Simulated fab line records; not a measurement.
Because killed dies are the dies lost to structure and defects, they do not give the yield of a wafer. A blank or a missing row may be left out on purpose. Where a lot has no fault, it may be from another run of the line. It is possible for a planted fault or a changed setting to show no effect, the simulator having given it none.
Matching of chambers || flow gf180mcu || GF_STI_CMP_25 on cmp-01 has 4 sister chambers
The step polishes, stops on Si3N4, t overpolish 33 s, target thk 524.6 nm. 8 wafers are shown with their chamber, then 8 later ones without.

WAFERS PAIRED WITH THEIR CHAMBERS
{"wafer": "L491.6", "chamber": 3, "motor current A (A)": 10.4, "time to endpoint s (s)": 119}
{"wafer": "L492.5", "chamber": 1, "motor current A (A)": 11.2, "time to endpoint s (s)": 131}
{"wafer": "L493.2", "chamber": 0, "motor current A (A)": 11.4, "time to endpoint s (s)": 128}
{"wafer": "L493.3", "chamber": 3, "motor current A (A)": 10.1, "time to endpoint s (s)": 118}
{"wafer": "L493.6", "chamber": 2, "motor current A (A)": 10.8, "time to endpoint s (s)": 128}
{"wafer": "L494.1", "chamber": 0, "motor current A (A)": 10.0, "time to endpoint s (s)": 122}
{"wafer": "L494.2", "chamber": 2, "motor current A (A)": 10.9, "time to endpoint s (s)": 131}
{"wafer": "L494.5", "chamber": 1, "motor current A (A)": 11.6, "time to endpoint s (s)": 120}

WAFERS WITH NO CHAMBER GIVEN
{"wafer": "L496.1", "motor current A (A)": 10.6, "time to endpoint s (s)": 129}
{"wafer": "L496.3", "motor current A (A)": 9.7, "time to endpoint s (s)": 117}
{"wafer": "L496.5", "motor current A (A)": 11.1, "time to endpoint s (s)": 138}
{"wafer": "L505.2", "motor current A (A)": 11.0, "time to endpoint s (s)": 127}
{"wafer": "L505.3", "motor current A (A)": 11.4, "time to endpoint s (s)": 124}
{"wafer": "L505.4", "motor current A (A)": 11.0, "time to endpoint s (s)": 137}
{"wafer": "L508.1", "motor current A (A)": 11.5, "time to endpoint s (s)": 121}
{"wafer": "L508.6", "motor current A (A)": 10.7, "time to endpoint s (s)": 121}

WHICH CHAMBER EACH ONE RAN IN
{"wafer": "L496.1", "from the rows above": "can't be placed: 2 or 0 or 1 or 3", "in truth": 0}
{"wafer": "L496.3", "from the rows above": "can't be placed: 3 or 0", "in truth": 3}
{"wafer": "L496.5", "from the rows above": "can't be placed: 2 or 1 or 0", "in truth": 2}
{"wafer": "L505.2", "from the rows above": "can't be placed: 2 or 0 or 1 or 3", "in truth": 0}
{"wafer": "L505.3", "from the rows above": "can't be placed: 1 or 0 or 2", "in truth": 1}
{"wafer": "L505.4", "from the rows above": "can't be placed: 2 or 1 or 0", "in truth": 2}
{"wafer": "L508.1", "from the rows above": "can't be placed: 1 or 0 or 2 or 3", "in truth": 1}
{"wafer": "L508.6", "from the rows above": "can't be placed: 0 or 3 or 1 or 2", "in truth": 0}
Correct placement for 0 of the 8. Cannot be placed on the basis of these rows: 8; the candidates contain the true chamber in 8. Number placed wrongly: 0.
How it was worked out, from the rows above alone: a wafer's distance from a chamber is the root of the sum, over the readings, of the square of ((its reading less the chamber's mean) divided by the reading's scatter). If the next closest chamber is less than 2 further off than the closest, the wafer can't be placed; otherwise it belongs to the closest. For every chamber, the mean is computed from those of its wafers that are shown. The scatter is the square root of a quotient: the sum, over the shown wafers, of each reading's squared deviation from its chamber's mean, divided by wafers minus chambers.
